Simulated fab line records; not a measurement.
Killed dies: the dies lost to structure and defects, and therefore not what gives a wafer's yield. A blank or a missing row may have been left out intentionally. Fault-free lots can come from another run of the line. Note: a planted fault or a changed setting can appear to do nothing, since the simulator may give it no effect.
8D (eight disciplines) problem report, filled in by code / flow gf180mcu / the parts of the form that need people (team, actions taken, sign-off) are left out

== 1. THE ISSUE ==
Wafers without a fault read 2999.8 rpm, standard deviation 2.3; spin_speed_rpm at GF_NSD_COAT_02 reads a mean of 3061.0 rpm on 6 wafers belonging to 2 lots. That puts it +27 standard deviations away from the usual mean.
The step: resist thk 1000 nm.
Seen first at day 16 13:06 on litho_track-01, wafer L662.1. Wafers with a number at this step in the record: 42, from 14 lots. Rule for "out" (also "out of limits"): further than 4 standard deviations from the usual mean. The rest of the wafers with a number are treated as sound.

== 2. WHAT IT IS, AND WHAT IT ISN'T ==
question=which readings at this step | is=spin_speed_rpm | is not=exhaust_pa
question=which lots | is=L662, L663 | is not=L652, L653, L654, L655, L656, L669, L670, L671, L672, L673, L674, L675
question=which wafers of those lots | is=all that have a number | is not=-
question=read on which tools | is=litho_track-01 | is not=litho_track-03, litho_track-04
question=when | is=from day 16 13:06 | is not=up to then (15 sound wafers); but 21 sound wafers of L669, L670, L671, L672, L673, L674, L675 came after

== 3. THE SUSPECTS, EACH WITH WHAT RULES IT OUT ==
Counting: a tool at a process step up to the reading stays a suspect if it ran every lot that is out and no sound lot after the first of them.
- litho_track-01 at GF_NSD_COAT_02 (resist thk 1000 nm): ruled out as a lasting fault. The sound lots L671, L672, L675 went through it after L662, its earliest lot that is out (day 16 13:06).
Left after counting: nothing in the record.

== 4. THE CAUSE (what the simulator had put in) ==
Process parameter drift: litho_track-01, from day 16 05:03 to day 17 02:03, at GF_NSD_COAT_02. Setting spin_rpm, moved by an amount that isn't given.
Counting ruled it out, wrongly.

== 5. THE CHAIN OF EFFECTS, in route order ==
Each row: a reading whose mean over the struck wafers that have a number lies more than 3 standard deviations from the usual. Only readings whose record carries a usual standard deviation are examined. hours: median over the lots of the time between each lot's start at the first step of this table that gives one and its start at this step. sigmas: the change, counted in usual standard deviations.
hours=0; step=GF_NSD_COAT_02; reading=spin_speed_rpm; usual=2999.8 rpm; on struck wafers=3061.0; change=+61.2; sigmas=+27
Process steps it contains:
- GF_NSD_COAT_02: resist thk 1000 nm.
Later steps that measure or inspect, where all struck wafers having a row at the step show a number for every such reading and not one has moved that far: GF_M2_CD_MEAS_14.

== 6. WHAT WOULD HAVE CAUGHT IT SOONER ==
The fault began at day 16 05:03; the first out-of-limits reading in this record came at day 16 13:06, 8 hours later.
